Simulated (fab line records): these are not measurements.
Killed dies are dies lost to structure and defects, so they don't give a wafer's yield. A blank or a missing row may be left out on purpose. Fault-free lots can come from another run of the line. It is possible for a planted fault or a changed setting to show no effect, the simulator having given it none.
Which tool is to blame? || flow sky130 || 21 wafers sampled from 7 lots at 1 step of a route of 708

WHAT THE GAUGES SHOWED, per wafer
SKY_NWELL_TW_MEAS_26.
{"lot": "L955", "measured": "day 6 12:35", "on": "filmMetro-03", "NWELL_2_TW": "496 491 496"}
{"lot": "L959", "measured": "day 6 23:37", "on": "filmMetro-03", "NWELL_2_TW": "499 496 499"}
{"lot": "L962", "measured": "day 7 18:04", "on": "filmMetro-03", "NWELL_2_TW": "493 493 493"}
{"lot": "L964", "measured": "day 8 05:29", "on": "filmMetro-01", "NWELL_2_TW": "504 509 507"}
{"lot": "L966", "measured": "day 8 14:58", "on": "filmMetro-02", "NWELL_2_TW": "508 509 510"}
{"lot": "L974", "measured": "day 10 15:16", "on": "filmMetro-03", "NWELL_2_TW": "495 496 498"}
{"lot": "L976", "measured": "day 11 04:29", "on": "filmMetro-02", "NWELL_2_TW": "502 502 500"}

WHAT TOOL EACH LOT RAN ON (gives the tool, then ch and the chambers of the sampled wafers, and finally the start)
The record shows no process step preceding these readings.

THE ANSWER, worked out from the rows above alone
Rule: what is usual is taken from the lots themselves. Put in order of their means at a reading, lots are off if they are a third of the lots or fewer, leave a main group of 4 or more, and stand apart from it by a gap of 3 or more times the standard deviation of the main group's means; of several such gaps the widest counts. If all means in a main group match to the digits the tables above print for the reading, that group is not used. Also off: a lot with no number at a reading for which 4 or more lots have one. Where the step has rows for the other lots, those lots are counted as sound.
None of the lots is off at any reading shown; this tells nothing.

WHAT WAS PUT IN BY THE SIMULATOR
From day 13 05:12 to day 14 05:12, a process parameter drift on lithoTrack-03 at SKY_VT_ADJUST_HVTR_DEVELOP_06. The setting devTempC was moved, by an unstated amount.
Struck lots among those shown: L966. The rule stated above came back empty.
